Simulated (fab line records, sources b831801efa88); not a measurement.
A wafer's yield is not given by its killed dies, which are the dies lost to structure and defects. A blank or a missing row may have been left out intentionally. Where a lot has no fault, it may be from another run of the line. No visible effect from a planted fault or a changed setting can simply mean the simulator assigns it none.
Problem report in the 8D (eight disciplines) form, filled by code | flow gf180mcu | the parts of the form that need people (team, actions taken, sign-off) are left out

== 1. THE ISSUE ==
Across 6 wafers from 2 lots, LVPWELL_TW at GF_LVPWELL_TW_MEAS_11 averages 613, while fault-free wafers read 558 with a standard deviation of 3.9. That puts it +14 standard deviations away from the usual mean.
Earliest sighting: wafer L284.2 on filmMetro-04 at day 6 11:22. The record has a number at this step for 36 wafers belonging to 12 lots. Rule for "out", or "out of limits": more than 4 standard deviations from the usual mean. All remaining wafers that have a number are taken as sound.

== 2. WHAT IT IS, AND WHAT IT ISN'T ==
question                    | is                         | is not
which readings at this step | LVPWELL_TW                 | -
which lots                  | L284, L288                 | L273, L275, L276, L277, L278, L285, L289, L290, L291, L293
which wafers of those lots  | all that have a number     | -
read on which gauges        | filmMetro-02, filmMetro-04 | filmMetro-01
when                        | from day 6 11:22           | up to then (15 sound wafers); but 15 sound wafers of L285, L289, L290, L291, L293 came after

== 3. WHAT RULES OUT EACH SUSPECT ==
Counting: a tool at any process step up to the reading remains a suspect when it ran all the lots that are out and ran no sound lot after the first of those.
- the gauge at GF_LVPWELL_TW_MEAS_11: ruled out. The wafers that are out were read on 2 gauges (filmMetro-02, filmMetro-04).
- implanter-03 at GF_LVPWELL_IMPLANT_08: kept. It ran every lot that is out, first L284 (day 6 10:59), and no sound lot after that; its last sound lot up to then is L277 (day 4 19:49). Out on those wafers are its own readings of tiltDeg.
After counting, what remains is implanter-03 at GF_LVPWELL_IMPLANT_08.

== 4. THE CAUSE (what the simulator had put in) ==
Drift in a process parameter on implanter-03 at GF_LVPWELL_IMPLANT_08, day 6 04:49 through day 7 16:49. From 0, the setting tiltDeg moved by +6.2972. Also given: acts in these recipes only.
The count eliminated every tool but this one.

== 5. SEQUENCE OF EFFECTS, ordered by route ==
Each row: a reading whose mean over the struck wafers that have a number lies more than 3 standard deviations from the usual. Scope: only readings with a usual standard deviation given in the record; hours: median across lots of the time from each lot's start at the first step in this table that gives one to its start at this step; sigmas: change in usual standard deviations.
hours | step                     | reading    | usual          | on struck wafers | change | sigmas
0     | GF_LVPWELL_IMPLANT_08    | tiltDeg    | -0.001 degrees | 6.302            | +6.303 | +99 or more
0     | GF_LVPWELL_TW_MEAS_11    | LVPWELL_TW | 558            | 613              | +55    | +14
104   | GF_VT_IMPLANT_RS_MEAS_48 | LVPWELL_RS | 1197 ohm/sq    | 1428             | +230   | +77
It contains these process steps:
- GF_LVPWELL_IMPLANT_08
Later measuring or inspecting steps at which every struck wafer that the step has a row for has a number for every such reading, and none has moved that far: GF_CONTACT_BOW_MEAS_05.

== 6. WHAT WOULD HAVE CAUGHT IT SOONER ==
In this record the first reading out of limits at a measuring or inspecting step was taken at day 6 11:22, 7 hours after the fault began at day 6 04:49.
The tool's own readings at GF_LVPWELL_IMPLANT_08 were out on every struck wafer that the step has a row for (tiltDeg): an alarm limit on them would have fired on the first of those.
Of the lots that are out (2), L288 began GF_LVPWELL_IMPLANT_08 on implanter-03 after day 6 11:22. It would have been spared by a hold on the tool at that moment.
